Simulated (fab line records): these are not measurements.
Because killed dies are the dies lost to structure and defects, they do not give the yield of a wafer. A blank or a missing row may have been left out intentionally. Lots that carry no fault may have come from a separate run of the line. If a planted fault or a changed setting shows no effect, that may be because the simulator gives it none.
Chamber matching + flow sfqLine + 4 sister chambers for SFQ_TRILAYER_I7_VIA_BARC_OPEN_VIA_ETCH_260 on rieDiel-04
The step etches BARC in O2, target depth 125 nm, time 41.7 s. 4 wafers are shown with their chamber, then 7 later ones without.

## WAFERS WITH THEIR CHAMBER
| wafer  | chamber | drypumpMotorCurrentA (A) |
|--------|---------|--------------------------|
| L949.2 | 1       | 6.05                     |
| L949.3 | 0       | 5.48                     |
| L958.2 | 3       | 5.92                     |
| L958.4 | 2       | 5.96                     |

## WAFERS WHOSE CHAMBER IS MISSING
| wafer  | drypumpMotorCurrentA (A) |
|--------|--------------------------|
| L958.6 | 5.92                     |
| L961.1 | 6.08                     |
| L961.3 | 5.94                     |
| L961.4 | 5.94                     |
| L962.2 | 5.93                     |
| L962.3 | 5.95                     |
| L962.4 | 5.47                     |

## WHICH CHAMBER EACH ONE RAN IN
| wafer  | from the rows above     | in truth |
|--------|-------------------------|----------|
| L958.6 | 3                       | 3        |
| L961.1 | 1                       | 1        |
| L961.3 | can't be placed: 2 or 3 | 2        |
| L961.4 | can't be placed: 2 or 3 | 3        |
| L962.2 | can't be placed: 3 or 2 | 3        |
| L962.3 | can't be placed: 2 or 3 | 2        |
| L962.4 | 0                       | 0        |
Placed correctly: 3 of 7. From these rows, 4 cannot be placed; in 4 the true chamber is one of the candidates. Placed wrongly: 0.
How it was worked out, from the rows above alone: a wafer's distance from a chamber is the root of the sum, over the readings, of the square of ((its reading less the chamber's mean) divided by the reading's scatter). If the next closest chamber is less than 2 further off than the closest, the wafer can't be placed; otherwise it belongs to the closest. A chamber's mean is the mean of its shown wafers. The scatter (one wafer shown for each chamber): square how far every hidden wafer sits from the nearest shown wafer, average those squares and take the square root.
